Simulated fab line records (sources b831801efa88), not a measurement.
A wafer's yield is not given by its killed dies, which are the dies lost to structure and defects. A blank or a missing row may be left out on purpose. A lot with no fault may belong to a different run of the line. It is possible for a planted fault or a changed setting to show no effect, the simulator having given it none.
What tool caused it? :: flow sky130 :: 15 lots, 45 wafers sampled, at 1 step of a route of 708

== WHAT THE GAUGES SHOWED, per wafer ==
The record lacks any reading of a measuring or inspecting step that a usual standard deviation could be used to judge.

== WHICH TOOL RAN EACH LOT (tool, then ch and the chambers of the sampled wafers, then the start) ==
lot: L229
SKY_LDD_LDN_EXPOSE_04: iline-stepper-02 ch 0, day 22 08:26

lot: L231
SKY_LDD_LDN_EXPOSE_04: iline-stepper-02 ch 0, day 23 19:31

lot: L234
SKY_LDD_LDN_EXPOSE_04: iline-stepper-01 ch 0, day 24 12:23

lot: L235
SKY_LDD_LDN_EXPOSE_04: iline-stepper-02 ch 0, day 24 21:29

lot: L237
SKY_LDD_LDN_EXPOSE_04: iline-stepper-02 ch 0, day 25 08:40

lot: L238
SKY_LDD_LDN_EXPOSE_04: iline-stepper-02 ch 0, day 25 23:25

lot: L239
SKY_LDD_LDN_EXPOSE_04: iline-stepper-01 ch 0, day 26 11:43

lot: L240
SKY_LDD_LDN_EXPOSE_04: iline-stepper-01 ch 0, day 27 18:02

lot: L242
SKY_LDD_LDN_EXPOSE_04: iline-stepper-02, day 27 18:21

lot: L243
SKY_LDD_LDN_EXPOSE_04: iline-stepper-02, day 27 19:36

lot: L245
SKY_LDD_LDN_EXPOSE_04: iline-stepper-01, day 28 01:55

lot: L244
SKY_LDD_LDN_EXPOSE_04: iline-stepper-01 ch 0, day 28 06:31

lot: L250
SKY_LDD_LDN_EXPOSE_04: iline-stepper-02 ch 0, day 29 15:27

lot: L251
SKY_LDD_LDN_EXPOSE_04: iline-stepper-02 ch 0, day 30 01:25

lot: L252
SKY_LDD_LDN_EXPOSE_04: iline-stepper-02 ch 0, day 30 09:31
- SKY_LDD_LDN_EXPOSE_04: exposes mask LDNTM, target cd 700 nm.

== WHAT THE TOOLS THEMSELVES READ (means of the sampled wafers that have a number; where no wafer has one, the mark that the record gives instead) ==
SKY_LDD_LDN_EXPOSE_04.
lot: L229
tool: iline-stepper-02
exposure-dose-mJ-cm2: 140.04
focus-offset-nm (nm): 0.5

lot: L231
tool: iline-stepper-02
exposure-dose-mJ-cm2: 139.81
focus-offset-nm (nm): -0.2

lot: L234
tool: iline-stepper-01
exposure-dose-mJ-cm2: 140.22
focus-offset-nm (nm): -0.2

lot: L235
tool: iline-stepper-02
exposure-dose-mJ-cm2: 139.83
focus-offset-nm (nm): 0.4

lot: L237
tool: iline-stepper-02
exposure-dose-mJ-cm2: 139.85
focus-offset-nm (nm): -0.0

lot: L238
tool: iline-stepper-02
exposure-dose-mJ-cm2: 140.18
focus-offset-nm (nm): -0.7

lot: L239
tool: iline-stepper-01
exposure-dose-mJ-cm2: 140.03
focus-offset-nm (nm): 0.2

lot: L240
tool: iline-stepper-01
exposure-dose-mJ-cm2: 139.97
focus-offset-nm (nm): -0.5

lot: L242
tool: iline-stepper-02
exposure-dose-mJ-cm2: -
focus-offset-nm (nm): -

lot: L243
tool: iline-stepper-02
exposure-dose-mJ-cm2: -
focus-offset-nm (nm): -

lot: L245
tool: iline-stepper-01
exposure-dose-mJ-cm2: -
focus-offset-nm (nm): -

lot: L244
tool: iline-stepper-01
exposure-dose-mJ-cm2: 140.02
focus-offset-nm (nm): -0.6

lot: L250
tool: iline-stepper-02
exposure-dose-mJ-cm2: 140.01
focus-offset-nm (nm): 0.6

lot: L251
tool: iline-stepper-02
exposure-dose-mJ-cm2: 140.08
focus-offset-nm (nm): -0.3

lot: L252
tool: iline-stepper-02
exposure-dose-mJ-cm2: 139.92
focus-offset-nm (nm): 0.5

== THE ANSWER, worked out from the rows above alone ==
Rule: the usual values come from the lots themselves. The widest of any qualifying gaps counts: lots, ordered by their means at a reading, are off when they make up no more than a third of the lots, leave a main group of 4 or more, and stand apart from it by 3 or more times the standard deviation of that group's means. A main group whose means are all the same, to the digits that the tables above print for the reading, isn't used. A lot without any number at a reading at which 4 lots or more have one is off too. Where the step has rows for the other lots, those lots are counted as sound. The gauges are gone through in route order, then the tools' own readings, and for those a lot's mean is taken as printed above. At the first step where some lot is off, the reading lying furthest off is the one used; lots without a number count as furthest.
Off: L242, L243, L245, at SKY_LDD_LDN_EXPOSE_04 (exposure-dose-mJ-cm2). Without a number there: L242, L243, L245. Mean 140.00 and standard deviation 0.12 in the main group.
A tool fits if, at that step or a process step before it, it ran every lot that is off, and no sound lot after the first of them. No candidate that was tried fits.

== WHAT THE SIMULATOR HAD INSERTED ==
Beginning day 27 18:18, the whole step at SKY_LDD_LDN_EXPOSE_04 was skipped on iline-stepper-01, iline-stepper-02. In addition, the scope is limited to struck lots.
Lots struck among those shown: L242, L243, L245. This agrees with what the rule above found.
